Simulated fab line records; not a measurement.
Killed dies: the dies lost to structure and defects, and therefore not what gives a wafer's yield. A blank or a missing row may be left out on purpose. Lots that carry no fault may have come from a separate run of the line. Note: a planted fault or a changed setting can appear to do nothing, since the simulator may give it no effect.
Which of the tools did it? + flow gf180mcu + 7 lots, 21 wafers sampled, at 4 steps of a route of 602

## WHAT THE GAUGES SHOWED, per wafer
GF_V5_RS_MEAS_24: measurement is done with a four-point probe.
| lot  | measured     | on           | V5_W_RS (ohm/sq)  |
|------|--------------|--------------|-------------------|
| L666 | day 28 02:30 | filmMetro-02 | 0.330 0.329 0.325 |
| L669 | day 28 20:19 | filmMetro-03 | 0.332 0.327 0.324 |
| L672 | day 29 17:32 | filmMetro-03 | 0.323 0.324 0.323 |
| L674 | day 30 10:31 | filmMetro-03 | 0.327 0.326 0.325 |
| L677 | day 31 05:21 | filmMetro-02 | 0.327 0.334 0.328 |
| L683 | day 32 18:57 | filmMetro-01 | 0.338 0.327 0.328 |
| L687 | day 33 19:42 | filmMetro-01 | 0.331 0.332 0.329 |

## WHAT TOOL EACH LOT RAN ON (gives the tool, then ch and the chambers of the sampled wafers, and finally the start)
| lot  | GF_M2_SPUTTER_03            | GF_V5_SPUTTER_22            | GF_V5_CVD_23                 |
|------|-----------------------------|-----------------------------|------------------------------|
| L666 | pvdSputter-02, day 19 04:15 | pvdSputter-01, day 28 02:21 | cvdW-02 ch 0,1, day 28 02:23 |
| L669 | pvdSputter-01, day 20 03:08 | pvdSputter-03, day 28 20:10 | cvdW-02 ch 0,1, day 28 20:12 |
| L672 | pvdSputter-04, day 21 03:39 | pvdSputter-03, day 29 17:23 | cvdW-01 ch 1, day 29 17:25   |
| L674 | pvdSputter-02, day 22 03:14 | pvdSputter-01, day 30 10:20 | cvdW-01 ch 0,1, day 30 10:25 |
| L677 | pvdSputter-02, day 23 04:32 | pvdSputter-01, day 31 05:10 | cvdW-02 ch 0,1, day 31 05:13 |
| L683 | pvdSputter-01, day 25 02:17 | pvdSputter-03, day 32 18:47 | cvdW-02 ch 0,1, day 32 18:49 |
| L687 | pvdSputter-02, day 26 11:24 | pvdSputter-02, day 33 19:31 | cvdW-01 ch 0,1, day 33 19:34 |
- GF_M2_SPUTTER_03: material Ti, target thk 10 nm, time 6.7 s.
- GF_V5_SPUTTER_22: material TiN, target thk 10 nm, time 40 s.
- GF_V5_CVD_23: deposits W, target thk 350 nm, time 104.9 s.

## THE ANSWER, worked out from the rows above alone
Rule: the usual values come from the lots themselves. Put in order of their means at a reading, lots are off if they are a third of the lots or fewer, leave a main group of 4 or more, and stand apart from it by a gap of 3 or more times the standard deviation of the main group's means; of several such gaps the widest counts. The tables above print the reading to a certain number of digits; a main group whose means all agree to those digits is not used. A lot without any number at a reading at which 4 lots or more have one is off too. The other lots that the step has rows for count as sound.
Nothing can be told from this: no lot is off at any reading shown.

## WHAT THE SIMULATOR PUT IN
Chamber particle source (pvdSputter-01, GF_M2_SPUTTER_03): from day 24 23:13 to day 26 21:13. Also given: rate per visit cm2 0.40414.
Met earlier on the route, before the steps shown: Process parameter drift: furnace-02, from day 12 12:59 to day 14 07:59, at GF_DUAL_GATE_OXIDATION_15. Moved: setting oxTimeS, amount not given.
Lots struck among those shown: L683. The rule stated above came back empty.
